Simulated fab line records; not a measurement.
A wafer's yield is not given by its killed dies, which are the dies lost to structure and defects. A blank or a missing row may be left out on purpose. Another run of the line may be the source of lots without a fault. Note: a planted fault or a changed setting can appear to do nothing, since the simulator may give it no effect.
The tool behind it: which one? + flow sfq_line + 13 lots, 39 wafers sampled, at 6 steps of a route of 325

WHAT THE GAUGES SHOWED, per wafer
Not one reading of a measure or inspect step in the record can be checked against a usual standard deviation.

WHICH TOOL RAN EACH LOT (tool, then ch and the chambers of the sampled wafers, then the start)
| lot  | SFQ_TRILAYER_L0_DEP_SPUTTER_003 | SFQ_TRILAYER_I0_CMP_CMP_028   | SFQ_TRILAYER_I0_METRO_MEASURE_029 | SFQ_TRILAYER_I0_VIA_ETCH_VIA_ETCH_034 | SFQ_TRILAYER_M1_BARC_OPEN_METAL_ETCH_054 | SFQ_TRILAYER_I1_DEP_PECVD_045   |
|------|---------------------------------|-------------------------------|-----------------------------------|---------------------------------------|------------------------------------------|---------------------------------|
| L159 | pvd_sputter-06, day 1 17:29     | cmp-02 ch 0,3, day 12 04:00   | film_metro-04, day 12 06:37       | rie_diel-03 ch 2,3, day 17 08:15      | rie_metal-04 ch 0,1, day 23 15:53        | pecvd-03 ch 1,2, day 23 16:51   |
| L160 | pvd_sputter-04, day 1 22:29     | cmp-02 ch 0,1, day 12 08:13   | film_metro-04, day 12 11:32       | rie_diel-04 ch 1,3, day 17 15:27      | rie_metal-02 ch 0,1, day 24 02:10        | pecvd-01 ch 0,2, day 24 03:08   |
| L161 | pvd_sputter-04, day 2 03:29     | cmp-02 ch 0,1,3, day 12 19:26 | film_metro-04, day 12 21:28       | rie_diel-03 ch 0,2,3, day 18 05:51    | rie_metal-03 ch 0,1, day 24 20:11        | pecvd-04 ch 0,1,2, day 24 21:18 |
| L162 | pvd_sputter-03, day 2 08:29     | cmp-02 ch 0,2, day 13 01:41   | film_metro-03, day 13 04:49       | rie_diel-02 ch 0,2,3, day 18 16:53    | rie_metal-03 ch 0,1, day 25 05:46        | pecvd-03 ch 1,2, day 25 06:44   |
| L172 | pvd_sputter-06, day 4 10:29     | cmp-02 ch 1,2, day 16 22:56   | film_metro-03, day 17 01:58       | rie_diel-04 ch 2,3, day 23 06:20      | rie_metal-03 ch 0,1, day 29 08:26        | pecvd-01 ch 1,2, day 29 09:23   |
| L173 | pvd_sputter-04, day 4 15:29     | cmp-01 ch 1,2,3, day 17 04:26 | film_metro-04, day 17 07:34       | rie_diel-04 ch 0,1,3, day 23 14:44    | rie_metal-02 ch 0,1, day 29 15:37        | pecvd-01 ch 0,1,2, day 29 16:45 |
| L174 | pvd_sputter-04, day 4 20:29     | cmp-02 ch 1,2,3, day 17 14:34 | film_metro-01, day 17 17:11       | rie_diel-02 ch 1,3, day 24 05:49      | rie_metal-04 ch 0,1, day 30 12:08        | pecvd-04 ch 0,1,2, day 30 13:07 |
| L175 | pvd_sputter-04, day 5 01:29     | cmp-01 ch 0,1,2, day 18 02:32 | film_metro-03, day 18 05:10       | rie_diel-04 ch 0,2, day 24 17:49      | rie_metal-04 ch 0,1, day 31 09:52        | pecvd-03 ch 0,1,2, day 31 10:49 |
| L176 | pvd_sputter-06, day 5 06:29     | cmp-02 ch 2,3, day 18 13:42   | film_metro-03, day 18 16:49       | rie_diel-04 ch 0,2,3, day 25 03:25    | rie_metal-03 ch 0,1, day 31 19:28        | pecvd-03 ch 0,2, day 31 20:26   |
| L177 | pvd_sputter-06, day 5 11:29     | cmp-02 ch 1,3, day 19 02:47   | film_metro-01, day 19 05:24       | rie_diel-02 ch 0,1,2, day 25 20:20    | rie_metal-02 ch 0, day 32 11:11          | pecvd-04 ch 0,2, day 32 12:10   |
| L179 | pvd_sputter-04, day 5 21:29     | cmp-02 ch 0,1,2, day 19 19:05 | film_metro-01, day 19 22:36       | rie_diel-04 ch 0,1,2, day 26 11:56    | rie_metal-02 ch 0,1, day 33 01:37        | pecvd-03 ch 0,2, day 33 02:33   |
| L180 | pvd_sputter-03, day 6 02:29     | cmp-02 ch 0,2, day 20 03:36   | film_metro-01, day 20 06:55       | rie_diel-02 ch 1,3, day 26 17:56      | rie_metal-02 ch 0,1, day 33 06:23        | pecvd-01 ch 0,2, day 33 07:21   |
| L181 | pvd_sputter-03, day 6 07:29     | cmp-02 ch 0,2, day 20 13:12   | film_metro-01, day 20 16:19       | rie_diel-04 ch 1,2, day 27 00:04      | rie_metal-04 ch 0,1, day 33 12:23        | pecvd-03 ch 0,1, day 33 13:22   |
- SFQ_TRILAYER_L0_DEP_SPUTTER_003: material MoNx KI, target thk 40 nm, time 100 s.
- SFQ_TRILAYER_I0_CMP_CMP_028: polishes SiO2.
- SFQ_TRILAYER_I0_METRO_MEASURE_029
- SFQ_TRILAYER_I0_VIA_ETCH_VIA_ETCH_034: etches SiO2 in CHF3, stops on Nb, target depth 260 nm.
- SFQ_TRILAYER_M1_BARC_OPEN_METAL_ETCH_054: etches BARC in O2, target depth 125 nm, time 41.7 s.
- SFQ_TRILAYER_I1_DEP_PECVD_045: deposits SiO2 from SiH4/N2O, time 111.11 s, target thk 500 nm.

WHAT THE TOOLS THEMSELVES READ (means of the sampled wafers that have a number; where no wafer has one, the mark that the record gives instead)
SFQ_TRILAYER_L0_DEP_SPUTTER_003.
| lot  | tool           | throttle_valve_pct (%) |
|------|----------------|------------------------|
| L159 | pvd_sputter-06 | 30.0                   |
| L160 | pvd_sputter-04 | 28.5                   |
| L161 | pvd_sputter-04 | 29.2                   |
| L162 | pvd_sputter-03 | 29.1                   |
| L172 | pvd_sputter-06 | 30.9                   |
| L173 | pvd_sputter-04 | 29.7                   |
| L174 | pvd_sputter-04 | 30.8                   |
| L175 | pvd_sputter-04 | 30.0                   |
| L176 | pvd_sputter-06 | 30.7                   |
| L177 | pvd_sputter-06 | 30.4                   |
| L179 | pvd_sputter-04 | 28.0                   |
| L180 | pvd_sputter-03 | 30.4                   |
| L181 | pvd_sputter-03 | 28.8                   |

SFQ_TRILAYER_I0_CMP_CMP_028.
| lot  | tool   | edge_zone_pressure_frac | motor_current_A (A) | time_to_endpoint_s (s) |
|------|--------|-------------------------|---------------------|------------------------|
| L159 | cmp-02 | 0.996                   | 9.1                 | 208                    |
| L160 | cmp-02 | 1.001                   | 9.4                 | 211                    |
| L161 | cmp-02 | 0.996                   | 9.5                 | 220                    |
| L162 | cmp-02 | 1.011                   | 8.7                 | 203                    |
| L172 | cmp-02 | 0.995                   | 9.5                 | 223                    |
| L173 | cmp-01 | 0.997                   | 9.7                 | 217                    |
| L174 | cmp-02 | 0.997                   | 9.2                 | 200                    |
| L175 | cmp-01 | 1.002                   | 9.5                 | 215                    |
| L176 | cmp-02 | 1.002                   | 8.8                 | 202                    |
| L177 | cmp-02 | 1.000                   | 9.8                 | 212                    |
| L179 | cmp-02 | 1.003                   | 9.2                 | 218                    |
| L180 | cmp-02 | 0.998                   | 8.7                 | 210                    |
| L181 | cmp-02 | 0.996                   | 8.8                 | 213                    |

SFQ_TRILAYER_I0_METRO_MEASURE_029.
| lot  | tool          | thk_nm (nm) |
|------|---------------|-------------|
| L159 | film_metro-04 | 199.7       |
| L160 | film_metro-04 | 200.7       |
| L161 | film_metro-04 | 198.9       |
| L162 | film_metro-03 | 204.2       |
| L172 | film_metro-03 | 201.4       |
| L173 | film_metro-04 | 200.8       |
| L174 | film_metro-01 | 199.1       |
| L175 | film_metro-03 | 201.0       |
| L176 | film_metro-03 | 198.9       |
| L177 | film_metro-01 | 199.6       |
| L179 | film_metro-01 | 200.4       |
| L180 | film_metro-01 | 199.7       |
| L181 | film_metro-01 | 199.7       |

SFQ_TRILAYER_I0_VIA_ETCH_VIA_ETCH_034.
| lot  | tool        | bias_w (W) | drypump_motor_current_A (A) | oes_product_au (a.u.) |
|------|-------------|------------|-----------------------------|-----------------------|
| L159 | rie_diel-03 | 79.94      | 5.6                         | 0.852                 |
| L160 | rie_diel-04 | 79.68      | 5.7                         | 0.855                 |
| L161 | rie_diel-03 | 79.90      | 5.4                         | 0.848                 |
| L162 | rie_diel-02 | 80.39      | 5.6                         | 0.868                 |
| L172 | rie_diel-04 | 79.85      | 5.9                         | 0.855                 |
| L173 | rie_diel-04 | 80.00      | 5.6                         | 0.854                 |
| L174 | rie_diel-02 | 80.04      | 5.7                         | 0.857                 |
| L175 | rie_diel-04 | 79.88      | 5.4                         | 0.856                 |
| L176 | rie_diel-04 | 79.87      | 5.6                         | 0.854                 |
| L177 | rie_diel-02 | 80.22      | 5.3                         | 0.852                 |
| L179 | rie_diel-04 | 80.02      | 5.7                         | 0.853                 |
| L180 | rie_diel-02 | 79.98      | 5.4                         | 0.854                 |
| L181 | rie_diel-04 | 79.99      | 6.0                         | 0.851                 |

SFQ_TRILAYER_M1_BARC_OPEN_METAL_ETCH_054.
| lot  | tool         | bias_w (W) | drypump_motor_current_A (A) | oes_product_au (a.u.) |
|------|--------------|------------|-----------------------------|-----------------------|
| L159 | rie_metal-04 | 80.03      | 5.4                         | 0.686                 |
| L160 | rie_metal-02 | 79.98      | 5.7                         | 0.684                 |
| L161 | rie_metal-03 | 80.04      | 5.5                         | 0.684                 |
| L162 | rie_metal-03 | 80.07      | 5.5                         | 0.687                 |
| L172 | rie_metal-03 | 79.79      | 5.2                         | 0.686                 |
| L173 | rie_metal-02 | 79.93      | 5.8                         | 0.684                 |
| L174 | rie_metal-04 | 80.27      | 5.3                         | 0.684                 |
| L175 | rie_metal-04 | 79.75      | 5.4                         | 0.682                 |
| L176 | rie_metal-03 | 79.90      | 5.2                         | 0.690                 |
| L177 | rie_metal-02 | 80.05      | 5.7                         | 0.688                 |
| L179 | rie_metal-02 | 79.89      | 5.7                         | 0.681                 |
| L180 | rie_metal-02 | 80.04      | 5.8                         | 0.683                 |
| L181 | rie_metal-04 | 80.08      | 5.3                         | 0.689                 |

SFQ_TRILAYER_I1_DEP_PECVD_045.
| lot  | tool     | heater_power_w (W) | throttle_valve_pct (%) |
|------|----------|--------------------|------------------------|
| L159 | pecvd-03 | 76                 | 23.3                   |
| L160 | pecvd-01 | 79                 | 25.3                   |
| L161 | pecvd-04 | 105                | 24.2                   |
| L162 | pecvd-03 | 72                 | 24.4                   |
| L172 | pecvd-01 | 85                 | 23.5                   |
| L173 | pecvd-01 | 83                 | 23.6                   |
| L174 | pecvd-04 | 103                | 24.7                   |
| L175 | pecvd-03 | 86                 | 24.3                   |
| L176 | pecvd-03 | 88                 | 23.1                   |
| L177 | pecvd-04 | 95                 | 24.8                   |
| L179 | pecvd-03 | 96                 | 23.6                   |
| L180 | pecvd-01 | 73                 | 23.5                   |
| L181 | pecvd-03 | 97                 | 24.8                   |

THE ANSWER, worked out from the rows above alone
Rule: the usual values come from the lots themselves. The widest of any qualifying gaps counts: lots, ordered by their means at a reading, are off when they make up no more than a third of the lots, leave a main group of 4 or more, and stand apart from it by 3 or more times the standard deviation of that group's means. A main group is skipped when, at the precision printed for the reading in the tables above, its means are all equal. A lot without any number at a reading at which 4 lots or more have one is off too. The other lots that the step has rows for count as sound. After the gauges, taken in route order, come the tools' own readings; for these a lot's mean is taken, as printed above. The first step at which some lot is off is used, and at that step the reading that is off furthest; a lot without a number counts as furthest.
Off: L162 (SFQ_TRILAYER_I0_METRO_MEASURE_029, thk_nm). For the main group the mean is 200.0 nm and the standard deviation 0.81.
A tool fits if, at that step or a process step before it, it ran every lot that is off, and no sound lot after the first of them. No candidate that was tried fits.

WHAT THE SIMULATOR HAD PUT IN
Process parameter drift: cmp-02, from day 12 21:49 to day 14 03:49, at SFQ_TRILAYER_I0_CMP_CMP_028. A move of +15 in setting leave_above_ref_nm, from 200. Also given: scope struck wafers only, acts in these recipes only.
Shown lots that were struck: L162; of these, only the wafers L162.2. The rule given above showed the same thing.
